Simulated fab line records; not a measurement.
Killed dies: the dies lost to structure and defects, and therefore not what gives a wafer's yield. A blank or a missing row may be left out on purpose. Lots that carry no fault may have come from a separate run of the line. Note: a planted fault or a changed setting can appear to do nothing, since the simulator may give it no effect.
Problem report, 8D (eight disciplines) form, completed by code + flow gf180mcu + the parts of the form that need people (team, actions taken, sign-off) are left out

## 1. THE PROBLEM
Across 6 wafers from 2 lots, HV_LDD_CVD_54_THK at GF_HV_LDD_THK_MEAS_55 averages 6.65 nm, while fault-free wafers read 9.91 nm with a standard deviation of 0.15. That is -22 standard deviations from the usual mean.
Seen first at day 16 23:52 on film metro-01, wafer L698.1. The record has a number at this step for 42 wafers belonging to 14 lots. Rule for "out", or "out of limits": more than 4 standard deviations from the usual mean. The rest of the wafers with a number are treated as sound.

## 2. WHAT IT IS AND WHAT IT IS NOT
| question                    | is                           | is not                                                                                 |
|-----------------------------|------------------------------|----------------------------------------------------------------------------------------|
| which readings at this step | HV_LDD_CVD_54_THK            | -                                                                                      |
| which lots                  | L698, L700                   | L685, L686, L688, L690, L692, L693, L695, L696, L704, L706, L707, L708                 |
| which wafers of those lots  | all that have a number       | -                                                                                      |
| read on which gauges        | film metro-01, film metro-02 | film metro-03                                                                          |
| when                        | from day 16 23:52            | up to then (24 sound wafers); but 12 sound wafers of L704, L706, L707, L708 came after |

## 3. WHAT RULES OUT EACH SUSPECT
Counting: a tool stays on the suspect list if, at a process step up to the reading, it processed all lots that are out and no sound lot following the first of them.
- the gauge at GF_HV_LDD_THK_MEAS_55 is ruled out. Those wafers that are out were read across 2 gauges (film metro-01, film metro-02).
- lpcvd-01 at GF_HV_LDD_CVD_54 (deposits SiO2 from TEOS, target thk 10 nm, time 75 s): ruled out as a lasting fault. After its first lot that is out, L698 (day 16 22:51), sound lots L708 ran on it.
Left after counting: nothing in the record.

## 4. THE CAUSE (what the simulator had put in)
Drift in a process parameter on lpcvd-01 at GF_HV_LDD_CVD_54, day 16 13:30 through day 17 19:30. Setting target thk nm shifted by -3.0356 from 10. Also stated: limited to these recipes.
Counting ruled it out, wrongly: the rule takes a fault to strike every lot that its tool runs from its start on, and this one did not.

## 5. SEQUENCE OF EFFECTS, ordered by route
Rows list readings where the struck wafers' mean (over those with a number) sits beyond 3 standard deviations from the usual. Only readings for which the record gives a usual standard deviation are gone through. hours: the time from each lot's start at the first step in this table that gives one to its start at this step, as a median over the lots. sigmas: the change in usual standard deviations.
| hours | step                  | reading           | usual   | on struck wafers | change | sigmas |
|-------|-----------------------|-------------------|---------|------------------|--------|--------|
| 0     | GF_HV_LDD_THK_MEAS_55 | HV_LDD_CVD_54_THK | 9.91 nm | 6.65             | -3.26  | -22    |
Later steps that measure or inspect, where all struck wafers having a row at the step show a number for every such reading and not one has moved that far: GF_M1_RS_MEAS_05.

## 6. HOW IT WOULD HAVE BEEN CAUGHT EARLIER
In this record the first reading out of limits at a measuring or inspecting step was taken at day 16 23:52, 10 hours after the fault began at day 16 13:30.
